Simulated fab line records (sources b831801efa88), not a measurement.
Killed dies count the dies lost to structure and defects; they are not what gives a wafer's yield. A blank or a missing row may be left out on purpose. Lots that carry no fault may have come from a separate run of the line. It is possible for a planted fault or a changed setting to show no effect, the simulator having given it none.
fab line records	flow sfq_line
record lots=5	wafers=15	last_day=88
route steps=325 shown R5@215 I5@228
lots that met no fault: taken from a fault-free run of the same line
start_h: start of the lot's first displayed wafer, in hours after the record's first day	wait_h: hours since the lot's step before	" unchanged from the row above	L1.1+2: a single row standing in for several wafers	- either no value or no given start	* or withheld: withheld	< > ~ a bound
route shown NAME@n: names a module that has steps shown in the file, with the first one's number in the route	usual: average and standard deviation across the fault-free wafers	same: alike in all rows	chamber/n: place in a boat	sites: each site's reading	_std_site: the standard deviation of these	_edge_site: inner sites' mean taken away from outer sites' mean	radius_mm: for every site, how far away it sits from the centre of the wafer	mask NAME#n: copy n	behind: the most recent tool/chamber to have shaped the wafer	hold: cause of the lot's hold/its duration in hours/its outcome	device: the transistor (n, p or np) that didn't switch	end of line: tests of these same wafers at the route's end	a step with no rows: only its recipe	killed: count of dies lost to structure and defects at first sort (not the wafer's yield)	map: a wafer's dies, marking killed ones x, the rest . and places with no die _
set.NAME: the setting as run; set.NAME@STEP: as run at that earlier step	model.NAME: the simulator's own value behind a step, which no gauge read
a table for each step, a row for each wafer; lots at some steps of the route
services: from which hour (start_h, from the record's first day; less than 0 if before it) a tool's chamber was out of use, for how many hours, and why
## steps
# step SFQ_R5_RS_MEAS_933
# recipe thk_meas_gauge=four-point-probe	reads=Ti_of_TRILAYER_R5_DEP_SPUTTER_134+MoNx_of_TRILAYER_R5_DEP_SPUTTER_133+Ti_of_TRILAYER_R5_DEP_SPUTTER_132
# usual R5_MONX_RS=7.24/0.097
lot.wafer	tool	chamber	start_h	wait_h	R5_MONX_RS[ohm/sq]
L076.2	film_metro-04	-	1416.35	0.0	7.28
L076.3	"	-	"	"	7.15
L076.4	"	-	"	"	7.23
L078.1	film_metro-03	-	1447.44	0.0	7.27
L078.2	"	-	"	"	7.33
L078.5	"	-	"	"	7.32
L080.3	film_metro-04	-	1526.53	0.0	7.13
L080.4	"	-	"	"	7.13
L080.6	"	-	"	"	7.18
L089.1	film_metro-02	-	1695.44	0.0	7.28
L089.3	"	-	"	"	7.23
L089.5	"	-	"	"	7.15
L092.3	film_metro-03	-	1728.73	0.0	7.02
L092.4	"	-	"	"	7.09
L092.6	"	-	"	"	7.07
# step SFQ_R5_THK_MEAS_934
# recipe thk_meas_gauge=xrf	reads=MoNx_of_TRILAYER_R5_DEP_SPUTTER_133
# usual R5_MONX_THK=38.6/0.64
lot.wafer	tool	chamber	start_h	wait_h	R5_MONX_THK[nm]
L076.2	film_metro-04	-	1416.46	0.1	38.4
L076.3	"	-	"	"	39.2
L076.4	"	-	"	"	39.1
L078.1	film_metro-03	-	1447.56	0.1	37.9
L078.2	"	-	"	"	37.9
L078.5	"	-	"	"	37.5
L080.3	film_metro-04	-	1526.63	0.1	39.2
L080.4	"	-	"	"	39.1
L080.6	"	-	"	"	39.0
L089.1	film_metro-02	-	1695.56	0.1	38.6
L089.3	"	-	"	"	38.9
L089.5	"	-	"	"	39.1
L092.3	film_metro-03	-	1728.83	0.1	39.3
L092.4	"	-	"	"	38.8
L092.6	"	-	"	"	39.1
# step SFQ_TRILAYER_R5_LITHO_COAT_141
# recipe resist=BARC	spin_rpm=3000	resist_thk_nm=62
lot.wafer	tool	chamber	start_h	wait_h
L076.2+3+4	litho_track-04	0	1416.56	0.1
L078.1+2+5	litho_track-01	0	1447.62	0.1
L080.3+4+6	litho_track-01	0	1526.77	0.1
L089.1+3+5	litho_track-01	0	1695.62	0.1
L092.3+4+6	litho_track-01	0	1728.97	0.1
# step SFQ_TRILAYER_R5_LITHO_COAT_136
# recipe resist=KrF	spin_rpm=3000	resist_thk_nm=600
lot.wafer	tool	chamber	start_h	wait_h
L076.2+3+4	litho_track-04	0	1416.86	0.2
L078.1+2+5	litho_track-01	0	1447.92	0.2
L080.3+4+6	litho_track-01	0	1527.07	0.2
L089.1+3+5	litho_track-01	0	1695.92	0.2
L092.3+4+6	litho_track-01	0	1729.27	0.2
# step SFQ_TRILAYER_R5_LITHO_SOFTBAKE_140
# recipe temp_c=withheld	time_s=withheld	resist=KrF
lot.wafer	tool	chamber	start_h	wait_h
L076.2+3+4	litho_track-04	0	1417.14	0.2
L078.1+2+5	litho_track-01	0	1448.22	0.2
L080.3+4+6	litho_track-01	0	1527.32	0.2
L089.1+3+5	litho_track-01	0	1696.22	0.2
L092.3+4+6	litho_track-01	0	1729.52	0.2
# step SFQ_TRILAYER_R5_LITHO_EXPOSE_137
# recipe mask_id=R5	na=0.6	source_shape=conventional	sigma_outer=0.65	target_cd_nm=500	dose_mj=14.4
# usual stage_vel_mm_s=499.99/0.27
lot.wafer	tool	chamber	start_h	wait_h	mask	stage_vel_mm_s
L076.2	krf_scanner-02	0	1514.82	-	R5#0	500.16
L076.3	"	0	"	"	R5#0	500.13
L076.4	"	0	"	"	R5#0	499.96
L078.1	krf_scanner-02	0	1517.02	-	R5#0	500.07
L078.2	"	0	"	"	R5#0	500.10
L078.5	"	0	"	"	R5#0	499.79
L080.3	krf_scanner-02	0	1529.22	-	R5#0	500.12
L080.4	"	0	"	"	R5#0	500.34
L080.6	"	0	"	"	R5#0	500.09
L089.1	krf_scanner-02	0	1792.36	-	R5#0	499.93
L089.3	"	0	"	"	R5#0	499.80
L089.5	"	0	"	"	R5#0	500.55
L092.3	krf_scanner-01	0	1830.44	-	R5#0	500.30
L092.4	"	0	"	"	R5#0	499.95
L092.6	"	0	"	"	R5#0	500.22
# step SFQ_TRILAYER_R5_LITHO_PEB_139
# recipe peb_temp_c=115	peb_time_s=60	resist=KrF
# usual heater_power_total_W=79.15/0.064
lot.wafer	tool	chamber	start_h	wait_h	heater_power_total_W
L076.2	litho_track-02	0	1515.85	0.8	79.12
L076.3	"	0	"	"	79.00
L076.4	"	0	"	"	79.20
L078.1	litho_track-02	0	1518.22	1.0	79.06
L078.2	"	0	"	"	79.17
L078.5	"	0	"	"	79.10
L080.3	litho_track-01	0	1530.07	0.7	79.20
L080.4	"	0	"	"	79.20
L080.6	"	0	"	"	79.15
L089.1	litho_track-01	0	1793.56	1.0	79.16
L089.3	"	0	"	"	79.17
L089.5	"	0	"	"	79.12
L092.3	litho_track-02	0	1831.29	0.7	79.03
L092.4	"	0	"	"	79.08
L092.6	"	0	"	"	79.04
# step SFQ_TRILAYER_R5_LITHO_DEVELOP_138
# recipe time_s=60	resist=KrF
lot.wafer	tool	chamber	start_h	wait_h
L076.2+3+4	litho_track-02	0	1516.00	0.1
L078.1+2+5	litho_track-02	0	1518.37	0.1
L080.3+4+6	litho_track-01	0	1530.22	0.1
L089.1+3+5	litho_track-01	0	1793.71	0.1
L092.3+4+6	litho_track-02	0	1831.44	0.1
# step SFQ_R5_OVL_MEAS_935
# usual R5_OVL=-1/4.9
lot.wafer	tool	chamber	start_h	wait_h	R5_OVL[nm]
L076.2	overlay-01	-	1516.13	0.1	7
L076.3	"	-	"	"	5
L076.4	"	-	"	"	3
L078.1	overlay-01	-	1518.52	0.1	-3
L078.2	"	-	"	"	-1
L078.5	"	-	"	"	-9
L080.3	overlay-02	-	1530.33	0.1	-5
L080.4	"	-	"	"	-12
L080.6	"	-	"	"	-8
L089.1	overlay-02	-	1793.86	0.1	-2
L089.3	"	-	"	"	-3
L089.5	"	-	"	"	-2
L092.3	overlay-02	-	1831.55	0.1	2
L092.4	"	-	"	"	-9
L092.6	"	-	"	"	-5
# step SFQ_TRILAYER_R5_BARC_OPEN_METAL_ETCH_177
# recipe mask_material=PR	chemistry=O2	target_depth_nm=125	target=BARC	icp_w=610.9	bias_w=80	pressure_mtorr=10	time_s=41.7
# usual drypump_motor_current_A=5.7/0.38	he_backside_leak_sccm=3.56/0.26	oes_product_au=0.685/0.0044	rf_fwd_power_W=604.6/2.1
lot.wafer	tool	chamber	start_h	wait_h	drypump_motor_current_A	he_backside_leak_sccm	oes_product_au	rf_fwd_power_W	rf_hours_counter_h
L076.2	rie_metal-01	0	1516.16	0.0	6.1	3.53	0.681	607.2	36
L076.3	"	0	"	"	6.1	3.62	0.688	604.8	-
L076.4	"	1	"	"	6.0	3.41	0.683	602.6	-
L078.1	rie_metal-04	0	1518.56	0.0	5.8	3.19	0.688	607.7	65
L078.2	"	1	"	"	6.0	3.55	0.691	602.8	60
L078.5	"	1	"	"	6.0	3.48	0.687	603.5	-
L080.3	rie_metal-02	0	1530.40	0.1	5.1	3.53	0.682	603.5	-
L080.4	"	0	"	"	5.1	3.37	0.684	604.9	-
L080.6	"	0	"	"	5.0	3.42	0.679	603.5	-
L089.1	rie_metal-04	0	1793.90	0.0	5.8	3.53	0.690	608.1	110
L089.3	"	1	"	"	6.0	3.69	0.686	605.0	-
L089.5	"	0	"	"	5.8	3.60	0.692	608.2	-
L092.3	rie_metal-04	1	1831.60	0.0	6.0	3.84	0.671	606.7	-
L092.4	"	0	"	"	5.8	3.59	0.685	603.3	-
L092.6	"	1	"	"	6.0	3.72	0.683	603.4	-
# step SFQ_TRILAYER_R5_ETCH_METAL_ETCH_139
# recipe stop_on=SiO2	mask_material=PR	chemistry=Cl2	target_depth_nm=60	icp_w=600	bias_w=80	pressure_mtorr=10	time_s=40
# usual drypump_motor_current_A=5.7/0.37	he_backside_leak_sccm=3.6/0.43	oes_product_au=0.990/0.0064	rf_fwd_power_W=593.6/2.2
lot.wafer	tool	chamber	start_h	wait_h	drypump_motor_current_A	he_backside_leak_sccm	oes_product_au	rf_fwd_power_W	rf_hours_counter_h
L076.2	rie_metal-01	0	1516.22	0.0	6.1	3.5	0.991	595.3	36
L076.3	"	0	"	"	6.1	3.4	0.988	594.3	-
L076.4	"	1	"	"	5.9	3.5	0.981	592.1	-
L078.1	rie_metal-04	0	1518.62	0.0	5.8	3.5	0.993	593.7	65
L078.2	"	1	"	"	6.0	3.6	0.999	594.0	60
L078.5	"	1	"	"	6.0	3.5	0.992	595.7	-
L080.3	rie_metal-02	0	1530.51	0.1	5.1	3.4	0.987	596.4	-
L080.4	"	0	"	"	5.1	3.5	0.992	595.7	-
L080.6	"	0	"	"	5.1	3.5	0.979	594.1	-
L089.1	rie_metal-04	0	1793.96	0.0	5.8	3.5	0.997	595.6	110
L089.3	"	1	"	"	6.0	3.7	0.992	591.4	-
L089.5	"	0	"	"	5.8	3.5	0.999	594.7	-
L092.3	rie_metal-04	1	1831.66	0.0	6.0	3.3	0.993	594.4	-
L092.4	"	0	"	"	5.8	3.6	0.991	594.8	-
L092.6	"	1	"	"	6.0	3.7	0.991	589.8	-
# step SFQ_TRILAYER_R5_STRIP_STRIP_140
# recipe gas=O2	power_w=200	platen_temp_c=40	overash_fraction=0.65	chemistry=O2	pressure_mtorr=50
# usual drypump_motor_current_A=5.7/0.37	he_backside_leak_sccm=3.53/0.29	oes_product_au=1.001/0.011	platen_temp_c=39.99/0.11
lot.wafer	tool	chamber	start_h	wait_h	drypump_motor_current_A	he_backside_leak_sccm	oes_product_au	platen_temp_c	rf_hours_counter_h
L076.2	rie_metal-01	0	1516.27	0.0	6.1	3.74	1.007	40.21	36
L076.3	"	0	"	"	6.1	3.55	1.008	40.03	-
L076.4	"	1	"	"	6.0	3.46	1.006	39.85	-
L078.1	rie_metal-04	0	1518.67	0.0	5.8	3.42	1.011	39.98	65
L078.2	"	1	"	"	6.0	3.59	1.014	40.00	60
L078.5	"	1	"	"	6.0	3.44	0.998	39.93	-
L080.3	rie_metal-02	0	1530.99	0.5	5.1	3.33	0.985	39.97	-
L080.4	"	0	"	"	5.1	3.32	0.977	40.19	-
L080.6	"	0	"	"	5.1	3.40	0.983	40.02	-
L089.1	rie_metal-04	0	1794.01	0.0	5.8	3.34	1.006	40.14	110
L089.3	"	1	"	"	6.0	3.36	1.001	39.81	-
L089.5	"	0	"	"	5.8	3.50	1.018	40.11	-
L092.3	rie_metal-04	1	1831.90	0.2	6.0	3.57	1.004	39.68	-
L092.4	"	0	"	"	5.8	3.60	1.006	40.06	-
L092.6	"	1	"	"	6.0	3.43	1.002	39.97	-
# step SFQ_TRILAYER_R5_STRIP_SOLV_CLEAN_141
# recipe chemistry=NMP	temp_c=70	time_s=600
lot.wafer	tool	chamber	start_h	wait_h
L076.2+3+4	wet_bench-03	6,0,3	1516.87	0.4
L078.1+2+5	wet_bench-01	4,2,6	1519.27	0.4
L080.3+4+6	wet_bench-03	2,4,7	1531.79	0.6
L089.1+3+5	wet_bench-01	3,7,1	1794.61	0.4
L092.3+4+6	wet_bench-01	0,2,7	1832.30	0.2
# step SFQ_TRILAYER_A5C_DEP_PECVD_142
# recipe material=SiO2	temp_c=150	time_s=15.556	pressure_torr=2.4	rf_w=183.3	precursor=SiH4/N2O	target_thk_nm=70
# usual chamber_pressure_Torr=2.399/0.005	heater_power_w=79/8.1	rf_fwd_power_W=180.0/1.2	throttle_valve_pct=24.2/1.2
lot.wafer	tool	chamber	start_h	wait_h	chamber_pressure_Torr	heater_power_w	rf_fwd_power_W	throttle_valve_pct
L076.2	pecvd-04	2	1517.05	0.0	2.397	68	179.5	24.3
L076.3	"	1	"	"	2.395	77	180.9	26.8
L076.4	"	1	"	"	2.394	77	181.2	26.7
L078.1	pecvd-04	1	1519.45	0.0	2.394	82	181.2	26.7
L078.2	"	2	"	"	2.402	81	180.5	24.4
L078.5	"	2	"	"	2.395	80	180.7	24.6
L080.3	pecvd-02	1	1531.97	0.0	2.397	85	178.8	22.2
L080.4	"	1	"	"	2.405	85	178.3	22.3
L080.6	"	0	"	"	2.398	93	179.2	24.5
L089.1	pecvd-01	0	1794.79	0.0	2.399	76	179.8	24.6
L089.3	"	1	"	"	2.400	68	181.4	24.5
L089.5	"	2	"	"	2.390	87	180.7	23.2
L092.3	pecvd-04	2	1832.48	0.0	2.400	84	180.3	24.6
L092.4	"	0	"	"	2.396	72	180.5	23.7
L092.6	"	0	"	"	2.400	74	180.2	23.6
# step SFQ_TRILAYER_I5_LITHO_COAT_149
# recipe resist=BARC	spin_rpm=3000	resist_thk_nm=62
lot.wafer	tool	chamber	start_h	wait_h
L076.2+3+4	litho_track-03	0	1517.12	0.1
L078.1+2+5	litho_track-03	0	1519.47	0.0
L080.3+4+6	litho_track-02	0	1532.09	0.1
L089.1+3+5	litho_track-04	0	1794.81	0.0
L092.3+4+6	litho_track-02	0	1832.61	0.1
# step SFQ_TRILAYER_I5_LITHO_COAT_144
# recipe resist=KrF	spin_rpm=3000	resist_thk_nm=650
lot.wafer	tool	chamber	start_h	wait_h
L076.2+3+4	litho_track-03	0	1517.42	0.2
L078.1+2+5	litho_track-03	0	1519.77	0.2
L080.3+4+6	litho_track-02	0	1532.39	0.2
L089.1+3+5	litho_track-04	0	1795.11	0.2
L092.3+4+6	litho_track-02	0	1832.91	0.2
# step SFQ_TRILAYER_I5_LITHO_SOFTBAKE_148
# recipe temp_c=withheld	time_s=withheld	resist=KrF
lot.wafer	tool	chamber	start_h	wait_h
L076.2+3+4	litho_track-03	0	1517.70	0.2
L078.1+2+5	litho_track-03	0	1520.07	0.2
L080.3+4+6	litho_track-02	0	1532.64	0.2
L089.1+3+5	litho_track-04	0	1795.41	0.2
L092.3+4+6	litho_track-02	0	1833.16	0.2
# step SFQ_TRILAYER_I5_LITHO_EXPOSE_145
# recipe mask_id=I5	na=0.6	source_shape=conventional	sigma_outer=0.65	target_cd_nm=700	dose_mj=21.3
# usual stage_vel_mm_s=499.99/0.22
lot.wafer	tool	chamber	start_h	wait_h	mask	stage_vel_mm_s
L076.2	krf_scanner-02	0	1618.65	-	I5#0	500.05
L076.3	"	0	"	"	I5#0	500.32
L076.4	"	0	"	"	I5#0	500.02
L078.1	krf_scanner-02	0	1622.05	-	I5#0	500.21
L078.2	"	0	"	"	I5#0	499.96
L078.5	"	0	"	"	I5#0	500.22
L080.3	krf_scanner-02	0	1629.65	-	I5#0	500.01
L080.4	"	0	"	"	I5#0	500.56
L080.6	"	0	"	"	I5#0	499.76
L089.1	krf_scanner-02	0	1848.25	-	I5#0	499.92
L089.3	"	0	"	"	I5#0	500.04
L089.5	"	0	"	"	I5#0	500.25
L092.3	krf_scanner-02	0	1906.01	-	I5#0	499.91
L092.4	"	0	"	"	I5#0	499.94
L092.6	"	0	"	"	I5#0	500.18
# step SFQ_TRILAYER_I5_LITHO_PEB_147
# recipe peb_temp_c=115	peb_time_s=59.16	resist=KrF
# usual heater_power_total_W=79.53/0.065
lot.wafer	tool	chamber	start_h	wait_h	heater_power_total_W
L076.2	litho_track-03	0	1619.68	0.8	79.51
L076.3	"	0	"	"	79.58
L076.4	"	0	"	"	79.42
L078.1	litho_track-04	0	1623.25	1.0	79.53
L078.2	"	0	"	"	79.48
L078.5	"	0	"	"	79.58
L080.3	litho_track-02	0	1630.50	0.7	79.59
L080.4	"	0	"	"	79.54
L080.6	"	0	"	"	79.53
L089.1	litho_track-04	0	1849.45	1.0	79.60
L089.3	"	0	"	"	79.61
L089.5	"	0	"	"	79.59
L092.3	litho_track-04	0	1906.86	0.7	79.55
L092.4	"	0	"	"	79.45
L092.6	"	0	"	"	79.60
## services
tool	chamber	start_h	hours	kind
rie_metal-01	-	1418.48	0.2	repair
wet_bench-01	-	1434.07	0.5	repair
pecvd-04	1	1460.59	2.8	repair
krf_scanner-02	-	1463.97	0.8	pm
rie_metal-02	-	1465.53	1.3	repair
krf_scanner-02	-	1482.71	0.4	repair
pecvd-04	-	1483.32	0.9	repair
rie_metal-01	1	1492.30	3.0	repair
krf_scanner-02	-	1501.70	4.0	pm
krf_scanner-02	-	1527.82	1.0	pm
pecvd-04	-	1552.32	0.8	pm
pecvd-04	2	1558.68	2.7	repair
krf_scanner-02	-	1560.70	1.3	pm
rie_metal-01	-	1617.52	2.6	repair
rie_metal-04	1	1621.07	14.7	repair
rie_metal-02	0	1644.65	6.6	repair
rie_metal-01	1	1697.43	6.2	repair
krf_scanner-02	-	1697.49	1.0	pm
krf_scanner-02	-	1736.14	1.3	pm
rie_metal-04	1	1743.25	4.9	repair
krf_scanner-02	-	1744.59	11.6	pm
krf_scanner-02	-	1800.76	0.8	pm
krf_scanner-02	-	1815.72	1.4	repair
krf_scanner-02	-	1866.25	1.0	pm
## key
fault none
